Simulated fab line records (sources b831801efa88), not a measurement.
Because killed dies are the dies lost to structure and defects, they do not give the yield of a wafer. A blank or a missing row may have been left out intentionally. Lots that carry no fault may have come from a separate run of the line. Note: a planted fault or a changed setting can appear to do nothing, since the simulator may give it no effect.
What tool caused it? + flow gf180mcu + Sampling: 11 lots, 33 wafers, 7 of 602 route steps

== WHAT EACH GAUGE READ, for each wafer ==
GF_V2_BOW_MEAS_05.
| lot  | measured     | on           | V2_BOW (um) |
|------|--------------|--------------|-------------|
| L331 | day 19 10:44 | filmMetro-03 | 87 89 101   |
| L332 | day 19 14:59 | filmMetro-02 | 98 90 95    |
| L335 | day 20 22:38 | filmMetro-03 | 115 94 105  |
| L337 | day 21 17:59 | filmMetro-02 | 93 95 105   |
| L338 | day 22 04:25 | filmMetro-04 | 86 99 102   |
| L339 | day 22 12:50 | filmMetro-04 | 100 111 105 |
| L341 | day 23 07:53 | filmMetro-04 | 104 91 95   |
| L343 | day 23 22:43 | filmMetro-03 | 96 96 94    |
| L351 | day 26 08:08 | filmMetro-04 | 93 86 107   |
| L353 | day 27 01:10 | filmMetro-04 | 102 114 113 |
| L354 | day 27 04:09 | filmMetro-02 | 100 109 100 |

GF_V2_RS_MEAS_24: a four-point-probe measurement.
| lot  | measured     | on           | V2_W_RS (ohm/sq)  |
|------|--------------|--------------|-------------------|
| L331 | day 20 11:58 | filmMetro-03 | 0.329 0.327 0.325 |
| L332 | day 20 16:18 | filmMetro-02 | 0.327 0.329 0.330 |
| L335 | day 21 23:25 | filmMetro-03 | 0.323 0.324 0.326 |
| L337 | day 22 18:55 | filmMetro-03 | 0.327 0.328 0.331 |
| L338 | day 23 05:14 | filmMetro-04 | 0.325 0.318 0.326 |
| L339 | day 23 12:14 | filmMetro-02 | 0.325 0.329 0.326 |
| L341 | day 24 07:23 | filmMetro-03 | 0.330 1.003 0.332 |
| L343 | day 24 21:52 | filmMetro-03 | 0.326 0.962 0.324 |
| L351 | day 27 06:09 | filmMetro-04 | 0.323 0.330 0.325 |
| L353 | day 27 22:21 | filmMetro-03 | 0.332 0.329 0.330 |
| L354 | day 28 02:03 | filmMetro-04 | 0.328 0.326 0.330 |

GF_V2_THK_MEAS_25: measures by xrf.
| lot  | measured     | on           | V2_W_THK (nm) |
|------|--------------|--------------|---------------|
| L331 | day 20 12:04 | filmMetro-03 | 356 362 360   |
| L332 | day 20 16:25 | filmMetro-02 | 354 351 353   |
| L335 | day 21 23:32 | filmMetro-03 | 365 364 363   |
| L337 | day 22 19:02 | filmMetro-03 | 361 359 358   |
| L338 | day 23 05:20 | filmMetro-04 | 362 368 363   |
| L339 | day 23 12:20 | filmMetro-02 | 356 352 355   |
| L341 | day 24 07:31 | filmMetro-03 | 357 118 351   |
| L343 | day 24 21:59 | filmMetro-03 | 358 123 360   |
| L351 | day 27 06:16 | filmMetro-04 | 368 357 362   |
| L353 | day 27 22:28 | filmMetro-03 | 352 357 355   |
| L354 | day 28 02:09 | filmMetro-04 | 358 361 357   |

GF_M3_CD_MEAS_14: target cd 280 nm.
| lot  | measured     | on       | cdNm (nm)         |
|------|--------------|----------|-------------------|
| L331 | day 21 12:46 | cdSem-01 | 279.9 279.0 279.4 |
| L332 | day 21 17:35 | cdSem-01 | 281.3 280.0 281.5 |
| L335 | day 22 23:04 | cdSem-01 | 280.7 279.6 280.4 |
| L337 | day 23 18:30 | cdSem-02 | 279.5 279.1 278.7 |
| L338 | day 24 05:00 | cdSem-02 | 281.3 280.2 280.6 |
| L339 | day 24 10:59 | cdSem-01 | 280.4 281.1 278.9 |
| L341 | day 25 05:41 | cdSem-01 | 283.3 284.1 283.2 |
| L343 | day 25 19:27 | cdSem-01 | 278.3 278.6 278.8 |
| L351 | day 28 03:12 | cdSem-02 | 280.7 280.7 280.2 |
| L353 | day 28 18:23 | cdSem-01 | 280.2 281.2 281.8 |
| L354 | day 28 22:26 | cdSem-01 | 280.2 280.0 281.3 |

== TOOL THAT RAN EACH LOT (tool first, then ch and the chambers of the sampled wafers, then the start) ==
| lot  | GF_V2_CVD_23                 | GF_V2_CMP_26                  | GF_M3_SPUTTER_00            |
|------|------------------------------|-------------------------------|-----------------------------|
| L331 | cvdW-02 ch 0,1, day 20 11:52 | cmp-02 ch 0,2,3, day 20 12:16 | pvdSputter-04, day 20 12:25 |
| L332 | cvdW-02 ch 0, day 20 16:10   | cmp-01 ch 0,2, day 20 16:31   | pvdSputter-02, day 20 16:46 |
| L335 | cvdW-01 ch 0,1, day 21 23:19 | cmp-02 ch 0,1, day 21 23:39   | pvdSputter-04, day 21 23:54 |
| L337 | cvdW-01 ch 0,1, day 22 18:48 | cmp-02 ch 0,2,3, day 22 19:08 | pvdSputter-02, day 22 19:23 |
| L338 | cvdW-01 ch 0,1, day 23 05:05 | cmp-02 ch 1,2,3, day 23 05:23 | pvdSputter-02, day 23 05:41 |
| L339 | cvdW-01 ch 0,1, day 23 12:07 | cmp-01 ch 1,2,3, day 23 12:23 | pvdSputter-01, day 23 12:41 |
| L341 | cvdW-01 ch 0,1, day 24 07:17 | cmp-02 ch 1,2,3, day 24 07:34 | pvdSputter-02, day 24 07:52 |
| L343 | cvdW-01 ch 0,1, day 24 21:46 | cmp-02 ch 0,1,3, day 24 22:06 | pvdSputter-01, day 24 22:21 |
| L351 | cvdW-02 ch 1, day 27 06:02   | cmp-01 ch 0,2, day 27 06:23   | pvdSputter-02, day 27 06:38 |
| L353 | cvdW-01 ch 1, day 27 22:14   | cmp-01 ch 1,2, day 27 22:32   | pvdSputter-02, day 27 22:50 |
| L354 | cvdW-01 ch 0,1, day 28 01:56 | cmp-01 ch 0,2,3, day 28 02:17 | pvdSputter-01, day 28 02:29 |
- GF_V2_CVD_23: deposits W, target thk 350 nm, time 104.94 s.
- GF_V2_CMP_26: polishes, stops on SiO2, t overpolish 15 s, target thk 0 nm.
- GF_M3_SPUTTER_00: material Ti, target thk 37.5 nm, time 150 s.

== WHAT THE TOOLS THEMSELVES READ (means of the sampled wafers that have a number; where no wafer has one, the mark that the record gives instead) ==
GF_V2_CVD_23.
| lot  | tool    | heaterPowerW (W) |
|------|---------|------------------|
| L331 | cvdW-02 | 972              |
| L332 | cvdW-02 | 1020             |
| L335 | cvdW-01 | 817              |
| L337 | cvdW-01 | 815              |
| L338 | cvdW-01 | 803              |
| L339 | cvdW-01 | 755              |
| L341 | cvdW-01 | 827              |
| L343 | cvdW-01 | 820              |
| L351 | cvdW-02 | 895              |
| L353 | cvdW-01 | 885              |
| L354 | cvdW-01 | 828              |

GF_V2_CMP_26.
| lot  | tool   | motorCurrentA (A) | platenRpm (rpm) | timeToEndpointS (s) |
|------|--------|-------------------|-----------------|---------------------|
| L331 | cmp-02 | 11.6              | 60.00           | 87.0                |
| L332 | cmp-01 | 11.0              | 60.01           | 87.9                |
| L335 | cmp-02 | 11.3              | 60.04           | 86.3                |
| L337 | cmp-02 | 11.8              | 60.04           | 84.3                |
| L338 | cmp-02 | 10.6              | 60.01           | 86.5                |
| L339 | cmp-01 | 10.9              | 59.94           | 88.9                |
| L341 | cmp-02 | 10.9              | 60.03           | 66.8                |
| L343 | cmp-02 | 11.4              | 60.01           | 69.5                |
| L351 | cmp-01 | 11.3              | 60.01           | 90.2                |
| L353 | cmp-01 | 10.0              | 60.05           | 84.3                |
| L354 | cmp-01 | 11.2              | 60.01           | 87.8                |

GF_M3_SPUTTER_00.
| lot  | tool          | throttleValvePct (%) |
|------|---------------|----------------------|
| L331 | pvdSputter-04 | 29.0                 |
| L332 | pvdSputter-02 | 30.0                 |
| L335 | pvdSputter-04 | 29.3                 |
| L337 | pvdSputter-02 | 30.5                 |
| L338 | pvdSputter-02 | 31.0                 |
| L339 | pvdSputter-01 | 29.7                 |
| L341 | pvdSputter-02 | 30.4                 |
| L343 | pvdSputter-01 | 29.8                 |
| L351 | pvdSputter-02 | 30.2                 |
| L353 | pvdSputter-02 | 30.8                 |
| L354 | pvdSputter-01 | 29.1                 |

== THE ANSWER, worked out from the rows above alone ==
Rule: the usual values come from the lots themselves. Put in order of their means at a reading, lots are off if they are a third of the lots or fewer, leave a main group of 4 or more, and stand apart from it by a gap of 3 or more times the standard deviation of the main group's means; of several such gaps the widest counts. The tables above print the reading to a certain number of digits; a main group whose means all agree to those digits is not used. A lot without any number at a reading at which 4 lots or more have one is off too. All remaining lots with rows at the step are treated as sound. The gauges are gone through in route order, then the tools' own readings, and for those a lot's mean is taken as printed above. The first step at which some lot is off is used, and at that step the reading that is off furthest; a lot without a number counts as furthest.
Off: L341, L343, seen at GF_V2_RS_MEAS_24 (V2_W_RS). For the main group the mean is 0.327 ohm/sq and the standard deviation 0.0022.
If a tool, at a process step before that reading, ran all the lots that are off and no sound lot after the first of them, it fits. Not tried: the gauges at GF_V2_RS_MEAS_24; whatever is off there is also off at GF_V2_CMP_26, on other tools, and gauge error can't account for it. No candidate that was tried fits.

== WHAT WAS PUT IN BY THE SIMULATOR ==
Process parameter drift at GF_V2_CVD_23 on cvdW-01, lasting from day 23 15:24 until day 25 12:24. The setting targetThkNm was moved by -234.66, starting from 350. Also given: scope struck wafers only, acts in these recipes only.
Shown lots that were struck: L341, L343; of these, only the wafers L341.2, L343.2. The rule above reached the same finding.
